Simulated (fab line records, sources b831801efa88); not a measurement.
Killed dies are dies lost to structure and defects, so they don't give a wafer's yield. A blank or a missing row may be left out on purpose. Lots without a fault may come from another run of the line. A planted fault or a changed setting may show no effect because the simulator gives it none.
One fault seen from 2 desks | flow sky130 | each desk has only its own numbers; what lay behind them comes last

THE TOOL OWNER'S DESK: rie_si-01
The tool's own readings at SKY_FIELD_ISO_ETCH_17 (etches Si in HBr/Cl2/O2, target depth 342 nm, time 97.7 s): means of the sampled wafers that have a number, for each lot that ran on this tool. A lot is out of limits, marked OUT, if its mean lies more than 4 standard deviations from the usual mean; the brackets give that distance.
Columns: A = HBr_flow_sccm at SKY_FIELD_ISO_ETCH_17, usual 150.0 sccm; B = O2_flow_sccm at SKY_FIELD_ISO_ETCH_17, usual 6.000 sccm; C = drypump_motor_current_A at SKY_FIELD_ISO_ETCH_17, usual 5.5 A; D = oes_product_au at SKY_FIELD_ISO_ETCH_17, usual 1.001 a.u.; E = throttle_valve_pct at SKY_FIELD_ISO_ETCH_17, usual 25.656 %
lot  | first seen here | A     | B     | C   | D     | E
L447 | day 2 07:44     | 149.6 | 6.013 | 5.7 | 1.001 | 25.649
L450 | day 2 20:20     | 150.3 | 5.994 | 5.5 | 0.988 | 25.659
L452 | day 3 08:41     | 149.7 | 5.999 | 6.0 | 1.005 | 25.657
L454 | day 3 19:23     | 150.0 | 6.003 | 5.5 | 1.003 | 25.658
L459 | day 4 19:08     | 149.9 | 6.015 | 5.9 | 1.009 | 25.654
L469 | day 6 22:14     | 149.9 | 5.997 | 5.6 | 1.000 | 25.652
This desk's finding: nothing out of limits on any of the 6 lots.

THE METROLOGY DESK
What the gauges read, lot by lot, whatever tool the lot ran on: means of the sampled wafers that have a number. A lot is out of limits, marked OUT, if its mean lies more than 4 standard deviations from the usual mean; the brackets give that distance.
Columns: A = NWELL_00_OVL at SKY_NWELL_OVL_MEAS_10, usual 0.3 nm
lot  | first seen here | A
L447 | day 4 20:46     | 0.4
L450 | day 5 06:26     | 2.1
L451 | day 5 12:50     | -0.8
L452 | day 5 18:46     | 1.5
L453 | day 5 22:40     | -1.6
L454 | day 6 07:13     | -0.7
L459 | day 7 11:23     | -0.9
L466 | day 9 04:08     | -2.2
L469 | day 9 23:41     | 2.6
L470 | day 10 07:16    | 2.5
This desk's finding: nothing out of limits on any of the 10 lots.

PUT TOGETHER
The tool owner's desk saw nothing out of limits.
The metrology desk saw nothing out of limits.

WHAT THE SIMULATOR HAD PUT IN
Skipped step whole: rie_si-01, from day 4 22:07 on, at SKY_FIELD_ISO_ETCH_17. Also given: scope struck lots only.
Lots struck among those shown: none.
